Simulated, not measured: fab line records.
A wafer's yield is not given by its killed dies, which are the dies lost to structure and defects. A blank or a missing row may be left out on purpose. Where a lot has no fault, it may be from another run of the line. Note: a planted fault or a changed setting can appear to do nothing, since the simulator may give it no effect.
Chamber matching :: flow gf180mcu :: cmp-02 running GF_V4_CMP_04: 4 sister chambers
The step polishes SiO2. 8 wafers are shown with their chamber, then 12 later ones without.

WAFERS, EACH WITH ITS CHAMBER
wafer: L080.4
chamber: 2
motor-current-A (A): 12.4
time-to-endpoint-s (s): 83

wafer: L081.3
chamber: 2
motor-current-A (A): 12.9
time-to-endpoint-s (s): 78

wafer: L085.6
chamber: 3
motor-current-A (A): 10.1
time-to-endpoint-s (s): 80

wafer: L086.1
chamber: 3
motor-current-A (A): 10.4
time-to-endpoint-s (s): 80

wafer: L086.3
chamber: 1
motor-current-A (A): 12.7
time-to-endpoint-s (s): 79

wafer: L089.2
chamber: 0
motor-current-A (A): 8.0
time-to-endpoint-s (s): 86

wafer: L089.5
chamber: 1
motor-current-A (A): 12.3
time-to-endpoint-s (s): 80

wafer: L089.6
chamber: 0
motor-current-A (A): 8.3
time-to-endpoint-s (s): 85

WAFERS WHOSE CHAMBER IS MISSING
wafer: L090.1
motor-current-A (A): 12.4
time-to-endpoint-s (s): 75

wafer: L090.2
motor-current-A (A): 8.6
time-to-endpoint-s (s): 80

wafer: L090.6
motor-current-A (A): 8.3
time-to-endpoint-s (s): 88

wafer: L094.1
motor-current-A (A): 8.2
time-to-endpoint-s (s): 79

wafer: L094.2
motor-current-A (A): 10.6
time-to-endpoint-s (s): 78

wafer: L094.4
motor-current-A (A): 13.1
time-to-endpoint-s (s): 78

wafer: L095.2
motor-current-A (A): 7.9
time-to-endpoint-s (s): 79

wafer: L095.5
motor-current-A (A): 9.8
time-to-endpoint-s (s): 75

wafer: L095.6
motor-current-A (A): 8.1
time-to-endpoint-s (s): 77

wafer: L093.1
motor-current-A (A): 12.6
time-to-endpoint-s (s): 83

wafer: L093.2
motor-current-A (A): 8.3
time-to-endpoint-s (s): 79

wafer: L093.5
motor-current-A (A): 12.7
time-to-endpoint-s (s): 80

WHICH CHAMBER EACH WENT THROUGH
wafer: L090.1
from the rows above: can't be placed: 1 or 2
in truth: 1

wafer: L090.2
from the rows above: 0
in truth: 0

wafer: L090.6
from the rows above: 0
in truth: 0

wafer: L094.1
from the rows above: 0
in truth: 0

wafer: L094.2
from the rows above: 3
in truth: 3

wafer: L094.4
from the rows above: can't be placed: 2 or 1
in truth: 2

wafer: L095.2
from the rows above: 0
in truth: 0

wafer: L095.5
from the rows above: 3
in truth: 3

wafer: L095.6
from the rows above: 0
in truth: 0

wafer: L093.1
from the rows above: can't be placed: 2 or 1
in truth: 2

wafer: L093.2
from the rows above: 0
in truth: 0

wafer: L093.5
from the rows above: can't be placed: 2 or 1
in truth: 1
Placed correctly: 8 of 12. Cannot be placed on the basis of these rows: 4; the candidates contain the true chamber in 4. Placed wrongly: 0.
How it was worked out, from the rows above alone: a wafer's distance from a chamber is the root of the sum, over the readings, of the square of ((its reading less the chamber's mean) divided by the reading's scatter). The wafer belongs to the nearest chamber; if the next one is less than 2 further off, it can't be placed. Each chamber's mean is taken over the wafers shown for it. The scatter is the square root of a quotient: the sum, over the shown wafers, of each reading's squared deviation from its chamber's mean, divided by wafers minus chambers.
